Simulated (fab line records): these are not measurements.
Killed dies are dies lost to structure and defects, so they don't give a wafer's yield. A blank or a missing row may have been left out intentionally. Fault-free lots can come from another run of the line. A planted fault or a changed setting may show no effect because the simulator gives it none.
fab line records	flow gf180mcu
record lots=11	wafers=33	last_day=34
route steps=602 shown POLY_GATE@158 HV_LDD@208 NSD@244
lots untouched by any fault: they come from a run of this same line in which no faults occurred
start_h: start of the lot's first displayed wafer, in hours after the record's first day	wait_h: how many hours have passed since the lot's step before this one	" as in the row above	L1.1+2: a row that stands for several wafers	- either no value or no given start	* or withheld: withheld	< > ~ a bound
route shown NAME@n: a module of which the file shows steps, and the number in the route of the first	usual: mean/standard deviation taken from wafers without a fault	same: alike in all rows	chamber/n: place in a boat	sites: each site's reading	_std_site: their standard deviation	_edge_site: outer sites' mean less inner sites'	radius_mm: how far each site lies from the wafer's centre	mask NAME#n: copy n	behind: the last tool/chamber to shape the wafer	hold: what put the lot on hold/how long, in hours/how the hold closed	device: names the non-switching transistor (n, p or np)	end of line: the route-end tests of the same wafers	for a step that has no rows: nothing shown but its recipe	killed: count of dies lost to structure and defects at first sort (not the wafer's yield)	map: a wafer's dies, marking killed ones x, the rest . and places with no die _
set.NAME: the setting that was run; set.NAME@STEP: the one run at that earlier step	model.NAME: the simulator's own value behind a step, which no gauge read
steps of the route over a sample of lots; a table a step, a row a wafer
services: from which hour (start_h, from the record's first day; less than 0 if before it) a tool's chamber was out of use, for how many hours, and why
## steps
# step GF_POLY_GATE_THK_MEAS_01
# recipe reads=poly-Si_of_POLY_GATE_CVD_00
# usual POLY_GATE_CVD_00_THK=200.0/2.2
lot.wafer	tool	chamber	start_h	wait_h	POLY_GATE_CVD_00_THK[nm]
L867.1	film_metro-01	-	216.16	0.0	201.6
L867.5	"	-	"	"	201.7
L867.6	"	-	"	"	201.9
L868.2	film_metro-03	-	217.88	0.0	196.8
L868.4	"	-	"	"	197.3
L868.6	"	-	"	"	197.0
L869.3	film_metro-04	-	226.16	0.0	196.8
L869.5	"	-	"	"	195.3
L869.6	"	-	"	"	196.2
L870.2	film_metro-03	-	236.09	0.0	198.5
L870.3	"	-	"	"	197.1
L870.6	"	-	"	"	198.0
L872.1	film_metro-01	-	244.96	0.0	199.1
L872.2	"	-	"	"	200.6
L872.5	"	-	"	"	197.9
L876.3	film_metro-01	-	278.39	0.0	200.9
L876.5	"	-	"	"	200.8
L876.6	"	-	"	"	201.4
L878.1	film_metro-01	-	289.59	0.0	199.0
L878.2	"	-	"	"	197.4
L878.5	"	-	"	"	199.5
L880.1	film_metro-03	-	304.40	0.0	203.2
L880.2	"	-	"	"	200.5
L880.4	"	-	"	"	202.9
L881.1	film_metro-04	-	311.85	0.0	196.3
L881.2	"	-	"	"	199.2
L881.5	"	-	"	"	198.0
L883.3	film_metro-03	-	322.03	0.0	200.1
L883.4	"	-	"	"	200.6
L883.5	"	-	"	"	198.5
L885.2	film_metro-03	-	340.27	0.0	203.2
L885.4	"	-	"	"	202.4
L885.5	"	-	"	"	200.9
# step GF_POLY_GATE_OVL_MEAS_11
# usual POLY_GATE_OVL=-1/5.3
lot.wafer	tool	chamber	start_h	wait_h	POLY_GATE_OVL[nm]
L867.1	overlay-01	-	234.06	0.1	5
L867.5	"	-	"	"	2
L867.6	"	-	"	"	-5
L868.2	overlay-02	-	236.14	0.1	4
L868.4	"	-	"	"	-3
L868.6	"	-	"	"	1
L869.3	overlay-01	-	244.12	0.1	-1
L869.5	"	-	"	"	-6
L869.6	"	-	"	"	2
L870.2	overlay-02	-	253.57	0.1	-2
L870.3	"	-	"	"	-5
L870.6	"	-	"	"	-3
L872.1	overlay-02	-	263.71	0.1	0
L872.2	"	-	"	"	-4
L872.5	"	-	"	"	2
L876.3	overlay-02	-	298.19	0.1	3
L876.5	"	-	"	"	2
L876.6	"	-	"	"	11
L878.1	overlay-01	-	309.76	0.1	-5
L878.2	"	-	"	"	0
L878.5	"	-	"	"	-8
L880.1	overlay-01	-	325.76	0.1	1
L880.2	"	-	"	"	2
L880.4	"	-	"	"	0
L881.1	overlay-01	-	333.41	0.1	-1
L881.2	"	-	"	"	-1
L881.5	"	-	"	"	0
L883.3	overlay-01	-	343.69	0.1	-6
L883.4	"	-	"	"	-9
L883.5	"	-	"	"	-1
L885.2	overlay-01	-	361.23	0.1	-1
L885.4	"	-	"	"	-5
L885.5	"	-	"	"	-5
# step GF_HV_LDD_OVL_MEAS_32
# usual HV_LDD_02_OVL=-0.1/1.2
lot.wafer	tool	chamber	start_h	wait_h	HV_LDD_02_OVL[nm]
L867.1	overlay-01	-	292.62	0.1	-0.5
L867.5	"	-	"	"	1.1
L867.6	"	-	"	"	0.1
L868.2	overlay-01	-	297.33	0.1	1.6
L868.4	"	-	"	"	-0.5
L868.6	"	-	"	"	-0.5
L869.3	overlay-02	-	307.37	0.1	-2.6
L869.5	"	-	"	"	-0.2
L869.6	"	-	"	"	-0.7
L870.2	overlay-02	-	316.18	0.1	1.7
L870.3	"	-	"	"	0.2
L870.6	"	-	"	"	-0.1
L872.1	overlay-02	-	326.67	0.1	1.5
L872.2	"	-	"	"	-1.2
L872.5	"	-	"	"	0.8
L876.3	overlay-02	-	363.23	0.1	-1.0
L876.5	"	-	"	"	-1.0
L876.6	"	-	"	"	-1.4
L878.1	overlay-02	-	376.11	0.1	0.8
L878.2	"	-	"	"	-1.0
L878.5	"	-	"	"	-1.8
L880.1	overlay-02	-	394.07	0.1	-0.9
L880.2	"	-	"	"	-0.7
L880.4	"	-	"	"	-1.5
L881.1	overlay-02	-	404.01	0.1	-0.4
L881.2	"	-	"	"	-1.3
L881.5	"	-	"	"	-1.8
L883.3	overlay-02	-	414.23	0.1	-0.5
L883.4	"	-	"	"	1.1
L883.5	"	-	"	"	1.7
L885.2	overlay-01	-	435.11	0.1	0.0
L885.4	"	-	"	"	-1.9
L885.5	"	-	"	"	-2.6
# step GF_NSD_IMPLANT_09
# recipe species=As	energy_kev=60	dose_cm2=4e+15	tilt_deg=7
# usual beam_on_s=18.0/1.1	dose_ions_cm2=4e+15/4.4e+12	end_station_pressure_torr=1.34e-05/9.3e-07	faraday_current_uA=12193/760
lot.wafer	tool	chamber	start_h	wait_h	beam_on_s	dose_ions_cm2	end_station_pressure_torr	faraday_current_uA
L867.1	implanter-01	0	337.55	0.0	16.4	3.999e+15	1.5e-05	13337
L867.5	"	0	"	"	16.7	4.003e+15	1.48e-05	13088
L867.6	"	0	"	"	16.6	4.013e+15	1.42e-05	13108
L868.2	implanter-01	0	344.64	0.0	16.0	3.995e+15	1.42e-05	13559
L868.4	"	0	"	"	16.2	3.996e+15	1.35e-05	13424
L868.6	"	0	"	"	16.5	4e+15	1.41e-05	13171
L869.3	implanter-04	0	353.56	0.1	18.8	4.002e+15	1.32e-05	11656
L869.5	"	0	"	"	19.6	4.004e+15	1.29e-05	11239
L869.6	"	0	"	"	19.2	3.997e+15	1.19e-05	11375
L870.2	implanter-03	0	362.47	0.0	18.7	3.997e+15	1.39e-05	11743
L870.3	"	0	"	"	17.7	4.01e+15	1.4e-05	12429
L870.6	"	0	"	"	18.1	4.003e+15	1.38e-05	12081
L872.1	implanter-03	0	373.66	0.0	17.7	4.006e+15	1.36e-05	12436
L872.2	"	0	"	"	19.2	4.004e+15	1.35e-05	11391
L872.5	"	0	"	"	17.7	4.004e+15	1.31e-05	12384
L876.3	implanter-03	0	412.36	0.1	10.1	4.06e+14	6.8e-06	2219
L876.5	"	0	"	"	10.0	4.04e+14	7e-06	2228
L876.6	"	0	"	"	10.1	3.99e+14	6.5e-06	2199
L878.1	implanter-03	0	425.66	0.0	10.5	4.02e+14	6.2e-06	2131
L878.2	"	0	"	"	10.2	4.05e+14	6.5e-06	2211
L878.5	"	0	"	"	10.2	4.01e+14	7e-06	2200
L880.1	implanter-04	0	446.25	0.0	18.9	4.003e+15	1.22e-05	11592
L880.2	"	0	"	"	19.7	3.995e+15	1.3e-05	11115
L880.4	"	0	"	"	19.3	3.994e+15	1.23e-05	11359
L881.1	implanter-01	0	455.30	0.0	17.0	4e+15	1.44e-05	12874
L881.2	"	0	"	"	16.4	4.002e+15	1.33e-05	13283
L881.5	"	0	"	"	16.5	4.005e+15	1.33e-05	13230
L883.3	implanter-04	0	467.21	0.1	19.6	3.994e+15	1.23e-05	11146
L883.4	"	0	"	"	18.6	3.997e+15	1.3e-05	11746
L883.5	"	0	"	"	19.0	3.995e+15	1.22e-05	11547
L885.2	implanter-04	0	486.92	0.0	19.2	4.002e+15	1.35e-05	11419
L885.4	"	0	"	"	18.9	3.995e+15	1.35e-05	11596
L885.5	"	0	"	"	18.8	4.002e+15	1.15e-05	11660
# step GF_NSD_STRIP_11
# recipe chemistry=O2/N2	power_w=1400	pressure_mtorr=1500	platen_temp_c=250	o2_flow_sccm=3000	n2_flow_sccm=300	overash_fraction=0.5
# usual drypump_motor_current_A=5.9/0.3	heater_power_w=313/25	oes_product_au=0.486/0.0041	strip_time_to_endpoint_s=22.95/0.042
lot.wafer	tool	chamber	start_h	wait_h	drypump_motor_current_A	heater_power_w	oes_product_au	rf_hours_counter_h	strip_time_to_endpoint_s
L867.1	plasma_asher-04	1	337.85	0.1	4.9	307	0.484	24	22.95
L867.5	"	0	"	"	6.3	333	0.486	-	22.92
L867.6	"	1	"	"	4.9	296	0.487	-	22.95
L868.2	plasma_asher-01	1	344.91	0.1	5.8	338	0.484	70	22.92
L868.4	"	0	"	"	5.9	271	0.481	-	22.95
L868.6	"	1	"	"	5.9	341	0.487	-	22.95
L869.3	plasma_asher-03	1	353.84	0.1	5.8	323	0.486	-	22.93
L869.5	"	1	"	"	5.8	328	0.489	-	22.94
L869.6	"	0	"	"	6.0	306	0.484	-	22.97
L870.2	plasma_asher-01	1	362.74	0.1	5.9	338	0.483	72	22.90
L870.3	"	0	"	"	5.9	279	0.487	-	22.94
L870.6	"	0	"	"	5.9	277	0.485	-	22.90
L872.1	plasma_asher-01	0	373.96	0.1	5.9	279	0.495	73	22.93
L872.2	"	1	"	"	5.8	345	0.488	73	22.91
L872.5	"	0	"	"	5.9	282	0.496	-	22.92
L876.3	plasma_asher-04	1	412.64	0.1	5.0	300	0.605	-	15.67
L876.5	"	1	"	"	4.9	306	0.607	-	15.58
L876.6	"	0	"	"	6.3	334	0.599	-	15.67
L878.1	plasma_asher-04	0	425.96	0.1	6.3	333	0.604	33	15.76
L878.2	"	1	"	"	5.0	311	0.608	33	15.75
L878.5	"	1	"	"	4.9	303	0.604	-	15.69
L880.1	plasma_asher-01	0	446.55	0.1	6.0	276	0.485	81	22.93
L880.2	"	1	"	"	5.9	341	0.482	81	22.93
L880.4	"	1	"	"	5.9	357	0.489	-	22.95
L881.1	plasma_asher-01	0	455.60	0.1	6.0	276	0.486	83	23.00
L881.2	"	1	"	"	5.9	338	0.489	83	22.91
L881.5	"	0	"	"	5.9	279	0.485	-	22.92
L883.3	plasma_asher-01	1	467.49	0.1	5.8	342	0.489	-	23.00
L883.4	"	0	"	"	5.9	272	0.490	-	23.06
L883.5	"	0	"	"	6.0	286	0.489	-	23.01
L885.2	plasma_asher-01	0	487.19	0.1	6.0	275	0.491	86	22.97
L885.4	"	1	"	"	5.9	348	0.493	-	23.01
L885.5	"	0	"	"	5.9	269	0.481	-	23.01
# step GF_NSD_TW_MEAS_12
# usual NSD_TW=4205/43
lot.wafer	tool	chamber	start_h	wait_h	NSD_TW
L867.1	film_metro-01	-	337.95	0.1	4174
L867.5	"	-	"	"	4180
L867.6	"	-	"	"	4164
L868.2	film_metro-02	-	345.02	0.1	4245
L868.4	"	-	"	"	4229
L868.6	"	-	"	"	4240
L869.3	film_metro-04	-	353.93	0.1	4256
L869.5	"	-	"	"	4254
L869.6	"	-	"	"	4245
L870.2	film_metro-02	-	362.85	0.1	4225
L870.3	"	-	"	"	4253
L870.6	"	-	"	"	4241
L872.1	film_metro-01	-	374.06	0.1	4166
L872.2	"	-	"	"	4173
L872.5	"	-	"	"	4171
L876.3	film_metro-02	-	412.73	0.1	3817
L876.5	"	-	"	"	3834
L876.6	"	-	"	"	3805
L878.1	film_metro-01	-	426.06	0.1	3753
L878.2	"	-	"	"	3772
L878.5	"	-	"	"	3743
L880.1	film_metro-04	-	446.65	0.1	4262
L880.2	"	-	"	"	4242
L880.4	"	-	"	"	4254
L881.1	film_metro-01	-	455.70	0.1	4198
L881.2	"	-	"	"	4192
L881.5	"	-	"	"	4173
L883.3	film_metro-01	-	467.58	0.1	4169
L883.4	"	-	"	"	4145
L883.5	"	-	"	"	4128
L885.2	film_metro-02	-	487.30	0.1	4209
L885.4	"	-	"	"	4201
L885.5	"	-	"	"	4215
# step GF_PSD_RS_MEAS_14
# recipe thk_meas_gauge=four-point-probe
# usual NSD_RS=46.12/0.081
lot.wafer	tool	chamber	start_h	wait_h	NSD_RS[ohm/sq]
L867.1	film_metro-04	-	360.35	0.1	46.09
L867.5	"	-	"	"	46.18
L867.6	"	-	"	"	46.22
L868.2	film_metro-01	-	368.22	0.1	46.24
L868.4	"	-	"	"	46.20
L868.6	"	-	"	"	46.18
L869.3	film_metro-02	-	376.79	0.1	46.26
L869.5	"	-	"	"	46.10
L869.6	"	-	"	"	46.21
L870.2	film_metro-01	-	385.32	0.1	46.07
L870.3	"	-	"	"	46.04
L870.6	"	-	"	"	46.06
L872.1	film_metro-04	-	397.13	0.1	46.13
L872.2	"	-	"	"	46.18
L872.5	"	-	"	"	46.03
L876.3	film_metro-02	-	437.39	0.1	96.27
L876.5	"	-	"	"	97.44
L876.6	"	-	"	"	96.55
L878.1	film_metro-02	-	450.45	0.1	95.94
L878.2	"	-	"	"	96.77
L878.5	"	-	"	"	97.05
L880.1	film_metro-01	-	470.76	0.1	46.18
L880.2	"	-	"	"	46.19
L880.4	"	-	"	"	46.00
L881.1	film_metro-04	-	480.00	0.1	46.12
L881.2	"	-	"	"	46.12
L881.5	"	-	"	"	46.24
L883.3	film_metro-04	-	492.24	0.1	46.18
L883.4	"	-	"	"	46.10
L883.5	"	-	"	"	46.10
L885.2	film_metro-02	-	510.82	0.1	46.16
L885.4	"	-	"	"	46.24
L885.5	"	-	"	"	46.26
## services
tool	chamber	start_h	hours	kind
plasma_asher-01	-	319.44	1.3	repair
plasma_asher-04	-	354.91	0.9	repair
implanter-04	-	377.98	3.9	repair
implanter-03	-	380.24	5.6	pm
plasma_asher-01	-	399.38	0.5	repair
plasma_asher-04	-	416.50	0.6	repair
plasma_asher-03	-	421.25	9.0	pm
plasma_asher-03	0	421.25	9.0	vent_cycle
plasma_asher-03	1	421.25	9.0	vent_cycle
implanter-01	-	423.03	3.1	repair
plasma_asher-03	-	424.39	1.2	repair
plasma_asher-03	0	430.25	-	clean
plasma_asher-03	1	430.25	-	clean
plasma_asher-03	-	452.15	2.8	repair
## key
first_sign step=GF_NSD_IMPLANT_09	reading=dose_ions_cm2	direction=down	sigmas=99+	usual=4e+15	struck=4.03e+14
effect step=GF_NSD_IMPLANT_09	reading=faraday_current_uA	direction=down	sigmas=13	usual=12193	struck=2198
effect step=GF_NSD_STRIP_11	reading=strip_time_to_endpoint_s	direction=down	sigmas=99+	usual=*	struck=*
effect step=GF_NSD_TW_MEAS_12	reading=NSD_TW	direction=down	sigmas=9.8	usual=4205	struck=3787
effect step=GF_PSD_RS_MEAS_14	reading=NSD_RS	direction=up	sigmas=99+	usual=46.12	struck=96.67
met_at GF_NSD_IMPLANT_09
struck_lots L876,L878
tester_left_out L876,L878
not_acting_at GF_POLY_GATE_THK_MEAS_01,GF_POLY_GATE_OVL_MEAS_11,GF_HV_LDD_OVL_MEAS_32
onset_between 373.66 412.36
fault kind=process_parameter_drift	tool=implanter-03	chamber=-	onset_h=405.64	steps=GF_NSD_IMPLANT_09	channel=dose_cm2	offset=-3.6e+15	shape=step	end_h=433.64	acts_in=these_recipes_only	stated=4e+15
# tester_left_out: of these lots the tester's yield and bins aren't shown, on N5 and GAA mostly nor the transistor test; their killed dies are dies lost to structure and defects alone, not to doping, threshold or leakage, so they don't give the yield
